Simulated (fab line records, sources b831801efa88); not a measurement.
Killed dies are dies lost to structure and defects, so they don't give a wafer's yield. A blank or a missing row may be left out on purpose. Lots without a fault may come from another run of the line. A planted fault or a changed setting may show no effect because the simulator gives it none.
Which tool did it? | flow gf180mcu | 14 lots, 42 wafers sampled, at 2 steps of a route of 602

WHAT THE GAUGES READ, wafer by wafer
GF_V2_BOW_MEAS_05. Usual: V2_BOW 99 um, standard deviation 8.6.
lot  | measured     | on            | V2_BOW (um) | flag
L491 | day 19 06:12 | film_metro-01 | 106 106 97  |
L492 | day 19 21:10 | film_metro-03 | 101 97 86   |
L493 | day 20 01:03 | film_metro-03 | 89 106 99   |
L494 | day 20 04:28 | film_metro-04 | 90 106 106  |
L495 | day 20 21:10 | film_metro-04 | 86 99 94    |
L496 | day 21 03:30 | film_metro-04 | 88 105 102  |
L503 | day 24 02:49 | film_metro-01 | 100 86 93   |
L505 | day 24 06:55 | film_metro-04 | 106 99 96   |
L506 | day 24 16:57 | film_metro-03 | 90 91 87    |
L507 | day 25 01:06 | film_metro-04 | 87 96 105   |
L509 | day 25 12:38 | film_metro-04 | 120 101 101 |
L510 | day 25 23:28 | film_metro-03 | 110 105 107 |
L513 | day 27 00:38 | film_metro-01 | 100 105 98  |
L514 | day 27 04:35 | film_metro-01 | 88 90 88    |

GF_V3_BOW_MEAS_05. Usual: V3_BOW 116 um, standard deviation 9.
lot  | measured     | on            | V3_BOW (um) | flag
L491 | day 21 09:59 | film_metro-03 | 126 124 116 |
L492 | day 22 00:50 | film_metro-02 | 122 118 105 |
L493 | day 22 03:44 | film_metro-04 | 109 124 118 |
L494 | day 22 07:35 | film_metro-03 | 104 119 119 |
L495 | day 22 23:05 | film_metro-04 | 104 116 109 |
L496 | day 23 05:20 | film_metro-02 | 103 121 118 |
L503 | day 26 00:56 | film_metro-02 | 112 101 105 |
L505 | day 26 05:18 | film_metro-04 | 126 119 118 |
L506 | day 26 13:26 | film_metro-02 | 105 104 101 |
L507 | day 26 21:28 | film_metro-03 | 105 117 123 |
L509 | day 27 08:35 | film_metro-04 | 137 116 118 |
L510 | day 27 20:19 | film_metro-03 | 130 127 128 |
L513 | day 28 19:36 | film_metro-02 | 116 121 114 |
L514 | day 29 00:12 | film_metro-03 | 102 107 101 |

WHICH TOOL RAN EACH LOT (tool, then ch and the chambers of the sampled wafers, then the start)
The record holds no process step before these readings.

WHAT THE TOOLS THEMSELVES READ (means of the sampled wafers that have a number; where no wafer has one, the mark that the record gives instead)
The record holds no such reading with a usual standard deviation.

THE ANSWER, worked out from the rows above alone
Rule: a lot is off if the mean of its wafers that have a number lies more than 3 standard deviations from the usual mean. A lot without any number at a reading at which 4 lots or more have one is off too. The other lots that the step has rows for count as sound. The gauges are gone through in route order, then the tools' own readings, and for those a lot's mean is taken as printed above. The first step at which some lot is off is used, and at that step the reading that is off furthest; a lot without a number counts as furthest.
No lot is off at any reading shown: from this, nothing can be told.

WHAT THE SIMULATOR HAD PUT IN
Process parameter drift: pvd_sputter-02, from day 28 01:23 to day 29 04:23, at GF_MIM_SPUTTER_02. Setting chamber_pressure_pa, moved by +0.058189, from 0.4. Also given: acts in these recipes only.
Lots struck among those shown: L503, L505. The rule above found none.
